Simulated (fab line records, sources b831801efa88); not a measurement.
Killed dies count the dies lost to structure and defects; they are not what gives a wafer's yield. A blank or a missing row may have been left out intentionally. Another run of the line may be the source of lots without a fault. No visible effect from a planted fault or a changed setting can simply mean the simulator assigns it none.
A struck lot beside a sound one	flow sky130	15 out of 708 route steps
Sound: the wafers L345.2, L345.4, L345.6. The struck wafers were L337.4, L337.5, L337.6. Last of all comes the cause.
At each step with rows: each side's tool, then ch and its chambers, then its first start. Under that, the readings that differ: sound wafers	struck wafers	difference of the means	sigmas: that difference in standard deviations of wafers without a fault.
alike: readings whose means differ by less than 2 such deviations, and words and numbers that are the same on both sides. not compared: withheld readings, readings that some wafer has no value for, bounds like >300 that may hide the same value, and numbers for which the record gives no deviation and whose values overlap.
The two part at a step that has a row with sigmas, a row that says differs or no value, or rows on one side only. Numbers that have no deviation but don't overlap get no sigmas and don't part them. A reading that every wafer of one side lacks parts them only if that side has two wafers or more.

SKY_CAPM_SPUTTER_02: material TiN, target thk 200 nm, time 166.7 s.
  struck on pvd-sputter-04, day 38 16:23; sound on pvd-sputter-03, day 41 02:11
  alike: throttle-valve-pct
SKY_CAPM_RS_MEAS_03: measures by four-point-probe.
  struck on film-metro-03, day 38 16:33; sound on film-metro-03, day 41 02:19
  alike: CAPM_TIN_RS
SKY_CAPM_THK_MEAS_04: measures by xrf.
  struck on film-metro-03, day 38 16:38; sound on film-metro-03, day 41 02:25
  alike: CAPM_TIN_THK
then, 7 steps without rows for these wafers: SKY_CAPM_DEHYDRATE_05 (time 60 s); SKY_CAPM_HMDS_06 (prime time 60 s); SKY_CAPM_COAT_07 (resist thk 1140 nm); SKY_CAPM_SOFTBAKE_08 (time 60 s); SKY_CAPM_EXPOSE_09 (exposes mask CAPM, target cd 1000 nm); SKY_CAPM_PEB_10; SKY_CAPM_DEVELOP_11 (develop time 60 s).
SKY_CAPM_OVL_MEAS_12:
  struck on overlay-01, day 39 16:49; sound on overlay-01, day 42 01:15
  alike: CAPM_OVL
SKY_CAPM_METAL_ETCH_13: etches TiN in Cl2/BCl3, stops on SiO2, target depth 220 nm, time 62.9 s.
  sound on rie-metal-01 ch 0,1, day 42 01:17; struck on rie-metal-03 ch 0,1, day 39 16:52
  alike: drypump-motor-current-A, oes-product-au, rf-fwd-power-W, throttle-valve-pct
  not compared: rf-hours-counter-h
SKY_CAPM_STRIP_14: strips in O2/N2.
  sound on plasma-asher-03 ch 0,1, day 42 01:22; struck on plasma-asher-04 ch 0,1, day 39 16:56
  no value came back on the struck wafers for any of 5 readings (chamber-pressure-mTorr (mTorr), drypump-motor-current-A (A) and others); on the sound wafers chamber-pressure-mTorr (mTorr) reads 1502.3 1501.2 1499.8
reading	sound	struck	difference	sigmas
model.NOVOLAK_of_CAPM_COAT_07.thk-nm (nm)	0 0 0	989.6 987.3 987.3	+988.1	
  not compared: rf-hours-counter-h
then, 2 steps without rows for these wafers: SKY_CAPM_STRIP_15 (strips in post etch residue remover, time 1200 s); SKY_PAD_OPEN_PROBE_99.

## WHERE THEY PART
Only at SKY_CAPM_STRIP_14, as far as this record shows.

WHY: the cause the simulator had injected
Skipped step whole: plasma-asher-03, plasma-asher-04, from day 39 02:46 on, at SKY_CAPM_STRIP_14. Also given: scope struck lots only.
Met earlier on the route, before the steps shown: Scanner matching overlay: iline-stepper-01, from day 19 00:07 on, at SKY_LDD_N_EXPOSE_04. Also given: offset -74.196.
